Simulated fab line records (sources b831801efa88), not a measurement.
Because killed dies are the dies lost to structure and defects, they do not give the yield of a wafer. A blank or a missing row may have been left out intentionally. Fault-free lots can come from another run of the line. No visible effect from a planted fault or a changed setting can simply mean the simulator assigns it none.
fab line records	flow sky130	part 2 of 2: steps 31 to 38 of 38
record: lots: 5	wafers: 15	last-day: 50
route steps=708 shown METAL1@439 VIA1@458
lots untouched by any fault: they come from a run of this same line in which no faults occurred
start-h: hours from the record's first day to the start of the lot's first wafer shown	wait-h: how many hours have passed since the lot's step before this one	" same as the row above	L1.1+2: a single row standing in for several wafers	- no value, or no start was given	* or withheld: withheld	< > ~ a bound
route shown NAME@n: a module of which the file shows steps, and the number in the route of the first	usual: mean/standard deviation taken from wafers without a fault	same: alike in all rows	chamber/n: place in a boat	sites: the reading at each site	_std_site: how widely they spread, as a standard deviation	_edge_site: outer sites' mean less inner sites'	radius-mm: for every site, how far away it sits from the centre of the wafer	mask NAME#n: copy n	behind: the last tool/chamber to shape the wafer	hold: the reason the lot was held/the length of the hold in hours/how it ended	device: names the non-switching transistor (n, p or np)	end of line: tests run on the same wafers once the route is complete	a step with no rows: only its recipe	killed: count of dies lost to structure and defects at first sort (not the wafer's yield)	map: a wafer's dies, marking killed ones x, the rest . and places with no die _
set.NAME: the run value of the setting; set.NAME@STEP: its run value at that earlier step	model.NAME: the simulator's own value behind a step, which no gauge read
lots at some steps of the route; a table a step, a row a wafer
services: the hour from which a tool's chamber was out of use, counted from the record's first day as start-h (under 0 if before that day), plus the number of hours and why
== steps ==
step: SKY_VIA1_DEVELOP_11
recipe: develop-time-s: 60	resist: KrF-thick	dev-temp-c: 21
same: develop-time-s: 60
lot.wafer	tool	chamber	start-h	wait-h
L074.1+4+5	litho-track-01	0	-	-
L079.4+5+6	litho-track-03	0	-	-
L084.3+4+5	litho-track-01	0	-	-
L094.2+3+6	litho-track-03	0	-	-
L097.2+3+5	litho-track-01	0	-	-
step: SKY_VIA1_CD_MEAS_12
recipe: target-cd-nm: 150
usual: cd-nm: 150.3/1.7
lot.wafer	tool	chamber	start-h	wait-h	cd-nm
L074.1	cd-sem-02	-	809.02	-	152.3
L074.4	"	-	"	"	151.3
L074.5	"	-	"	"	151.5
L079.4	cd-sem-02	-	832.19	-	149.0
L079.5	"	-	"	"	149.0
L079.6	"	-	"	"	150.7
L084.3	cd-sem-01	-	889.96	-	152.6
L084.4	"	-	"	"	151.8
L084.5	"	-	"	"	151.4
L094.2	cd-sem-02	-	943.81	-	147.3
L094.3	"	-	"	"	149.8
L094.6	"	-	"	"	148.6
L097.2	cd-sem-02	-	957.39	-	150.7
L097.3	"	-	"	"	151.3
L097.5	"	-	"	"	151.4
step: SKY_VIA1_OVL_MEAS_13
usual: VIA1_OVL: -1/6.6
lot.wafer	tool	chamber	start-h	wait-h	VIA1_OVL[nm]
L074.1	overlay-01	-	809.14	0.1	-1
L074.4	"	-	"	"	-4
L074.5	"	-	"	"	-3
L079.4	overlay-01	-	832.27	0.1	-1
L079.5	"	-	"	"	-2
L079.6	"	-	"	"	-5
L084.3	overlay-01	-	890.05	0.1	-1
L084.4	"	-	"	"	-1
L084.5	"	-	"	"	-4
L094.2	overlay-02	-	943.92	0.1	-9
L094.3	"	-	"	"	-18
L094.6	"	-	"	"	-12
L097.2	overlay-01	-	957.50	0.1	5
L097.3	"	-	"	"	3
L097.5	"	-	"	"	0
step: SKY_VIA1_ETCH_14
recipe: chemistry: N2/H2	target: BARC	ion-energy-ev: 200	source-w: 500	bias-w: 100	pressure-mtorr: 30	n2-flow-sccm: 100	h2-flow-sccm: 200	stop-on: SiO2	time-s: 45.9	target-depth-a: 600
usual: bias-w: 100.0/0.3	drypump-motor-current-A: 5.7/0.46	n2-flow-sccm: 100.0/0.31	oes-product-au: 0.853/0.0046	throttle-valve-pct: 13.225/0.0098
lot.wafer	tool	chamber	start-h	wait-h	bias-w	drypump-motor-current-A	n2-flow-sccm	oes-product-au	rf-hours-counter-h	throttle-valve-pct
L074.1	rie-diel-02	3	809.18	0.0	100.2	5.2	99.8	0.865	5	13.232
L074.4	"	0	"	"	100.2	5.6	99.8	0.854	27	13.204
L074.5	"	1	"	"	99.9	5.7	100.2	0.851	-	13.226
L079.4	rie-diel-04	3	832.28	0.0	100.0	5.9	100.3	0.852	9	13.227
L079.5	"	3	"	"	99.8	5.9	100.0	0.855	-	13.229
L079.6	"	2	"	"	100.1	5.6	100.4	0.856	-	13.222
L084.3	rie-diel-04	2	890.08	0.0	100.1	5.6	99.7	0.850	12	13.223
L084.4	"	1	"	"	100.1	5.6	100.3	0.856	20	13.240
L084.5	"	0	"	"	99.9	5.7	99.9	0.852	-	13.222
L094.2	rie-diel-04	3	943.95	0.0	100.6	5.9	100.4	0.864	12	13.226
L094.3	"	2	"	"	100.7	5.6	100.2	0.857	13	13.228
L094.6	"	0	"	"	100.3	5.7	99.7	0.854	-	13.218
L097.2	rie-diel-04	2	957.53	0.0	99.9	5.5	99.9	0.855	14	13.198
L097.3	"	3	"	"	99.9	5.8	100.1	0.860	13	13.222
L097.5	"	1	"	"	99.7	5.6	100.6	0.854	-	13.224
step: SKY_VIA1_ETCH_15
recipe: target: SiO2	chemistry: C4F8/O2/Ar	target-depth-nm: 351	stop-on: TiN	mask-material: KrF-thick	source-w: 1500	bias-w: 1200	pressure-mtorr: 40	c4f8-flow-sccm: withheld	O2_flow_sccm: 6	Ar_flow_sccm: 300	time-s: 54
usual: bias-w: 1201/3.4	oes-product-au: 0.981/0.0074
lot.wafer	tool	chamber	start-h	wait-h	bias-w	oes-product-au	rf-hours-counter-h
L074.1	rie-diel-02	3	809.22	0.0	1206	0.979	5
L074.4	"	0	"	"	1201	0.987	27
L074.5	"	1	"	"	1202	0.977	-
L079.4	rie-diel-04	3	832.33	0.0	1206	0.977	9
L079.5	"	3	"	"	1201	0.993	-
L079.6	"	2	"	"	1203	0.981	-
L084.3	rie-diel-04	2	890.12	0.0	1202	0.982	12
L084.4	"	1	"	"	1204	0.978	20
L084.5	"	0	"	"	1198	0.989	-
L094.2	rie-diel-04	3	943.99	0.0	1197	0.993	12
L094.3	"	2	"	"	1197	0.981	13
L094.6	"	0	"	"	1198	0.983	-
L097.2	rie-diel-04	2	957.57	0.0	1202	0.985	14
L097.3	"	3	"	"	1206	0.993	13
L097.5	"	2	"	"	1195	0.978	-
step: SKY_VIA1_STRIP_16
recipe: chemistry: O2/N2	power-w: 1400	pressure-mtorr: 1500	platen-temp-c: withheld	o2-flow-sccm: 3000	n2-flow-sccm: 300	overash-fraction: 0.5
usual: drypump-motor-current-A: 5.8/0.47	n2-flow-sccm: 300.1/0.99	o2-flow-sccm: 3003/8.9	oes-product-au: 0.416/0.0045	strip-time-to-endpoint-s: 4.45/0.031
lot.wafer	tool	chamber	start-h	wait-h	drypump-motor-current-A	n2-flow-sccm	o2-flow-sccm	oes-product-au	rf-hours-counter-h	strip-time-to-endpoint-s
L074.1	plasma-asher-03	0	809.26	0.0	6.1	299.4	3000	0.418	34	4.39
L074.4	"	0	"	"	6.0	300.1	3002	0.416	-	4.43
L074.5	"	0	"	"	6.0	299.6	3006	0.421	-	4.42
L079.4	plasma-asher-04	1	832.41	0.1	5.4	299.7	3013	0.412	-	4.43
L079.5	"	1	"	"	5.4	300.6	3001	0.421	-	4.44
L079.6	"	0	"	"	6.6	300.9	2999	0.418	-	4.46
L084.3	plasma-asher-03	1	890.20	0.1	5.6	300.5	3004	0.420	-	4.45
L084.4	"	0	"	"	6.0	300.1	3002	0.410	-	4.48
L084.5	"	0	"	"	6.0	301.7	2989	0.414	-	4.42
L094.2	plasma-asher-04	0	944.04	0.0	6.6	299.9	2989	0.413	78	4.42
L094.3	"	1	"	"	5.4	299.4	3006	0.423	-	4.48
L094.6	"	1	"	"	5.4	299.8	2999	0.408	-	4.41
L097.2	plasma-asher-03	0	957.62	0.0	6.0	301.2	3002	0.411	47	4.44
L097.3	"	1	"	"	5.6	299.6	3001	0.411	-	4.42
L097.5	"	1	"	"	5.6	299.2	3003	0.410	-	4.42
step: SKY_VIA1_STRIP_17
recipe: chemistry: post-etch-residue-remover	time-s: 1200	temp-c: 72.5
usual: temp-c: 72.48/0.13
lot.wafer	tool	chamber	start-h	wait-h	temp-c
L074.1	wet-bench-02	3	809.36	0.1	72.33
L074.4	"	3	"	"	72.38
L074.5	"	3	"	"	72.38
L079.4	wet-bench-01	0	832.47	0.0	72.35
L079.5	"	0	"	"	72.32
L079.6	"	0	"	"	72.35
L084.3	wet-bench-04	3	890.26	0.0	72.44
L084.4	"	3	"	"	72.35
L084.5	"	3	"	"	72.70
L094.2	wet-bench-04	2	944.14	0.1	72.70
L094.3	"	2	"	"	72.57
L094.6	"	2	"	"	72.43
L097.2	wet-bench-04	2	957.72	0.1	72.20
L097.3	"	2	"	"	72.22
L097.5	"	2	"	"	72.34
step: SKY_VIA1_CLEAN_18
recipe: chemistry: IPA	time-s: 180	temp-c: 25
usual: temp-c: 25.02/0.12
lot.wafer	tool	chamber	start-h	wait-h	temp-c
L074.1	wet-bench-01	3	809.71	0.0	24.91
L074.4	"	3	"	"	24.82
L074.5	"	3	"	"	25.06
L079.4	wet-bench-04	0	832.82	0.0	24.91
L079.5	"	0	"	"	25.13
L079.6	"	0	"	"	24.84
L084.3	wet-bench-04	3	890.64	0.0	24.92
L084.4	"	3	"	"	24.85
L084.5	"	3	"	"	25.03
L094.2	wet-bench-04	1	944.48	0.0	24.99
L094.3	"	1	"	"	24.86
L094.6	"	1	"	"	24.98
L097.2	wet-bench-01	2	958.06	0.0	25.19
L097.3	"	2	"	"	25.04
L097.5	"	2	"	"	25.26
== services ==
tool	chamber	start-h	hours	kind
cmp-02	-	744.16	4.0	pm
rie-metal-01	1	746.58	1.3	repair
krf-scanner-01	-	760.06	1.3	pm
krf-scanner-01	-	763.79	1.0	pm
wet-bench-02	-	779.84	2.2	repair
krf-scanner-02	-	786.16	3.6	pm
krf-scanner-01	-	809.39	4.4	pm
krf-scanner-01	-	817.29	2.5	repair
cmp-02	-	819.59	3.8	repair
krf-scanner-02	-	819.80	1.0	pm
krf-scanner-01	-	825.37	0.8	pm
rie-metal-01	1	828.53	4.4	repair
rie-metal-01	1	844.19	2.4	repair
krf-scanner-02	-	847.89	4.4	pm
krf-scanner-02	-	857.54	2.8	repair
plasma-asher-03	-	857.92	4.0	repair
rie-diel-04	2	874.25	1.2	repair
plasma-asher-03	-	874.41	15.6	pm
krf-scanner-01	-	888.13	4.5	repair
hdpcvd-02	-	890.30	0.8	pm
krf-scanner-02	-	910.69	0.8	pm
krf-scanner-02	-	912.06	1.3	pm
krf-scanner-02	-	954.57	0.4	repair
cmp-02	-	956.98	1.0	repair
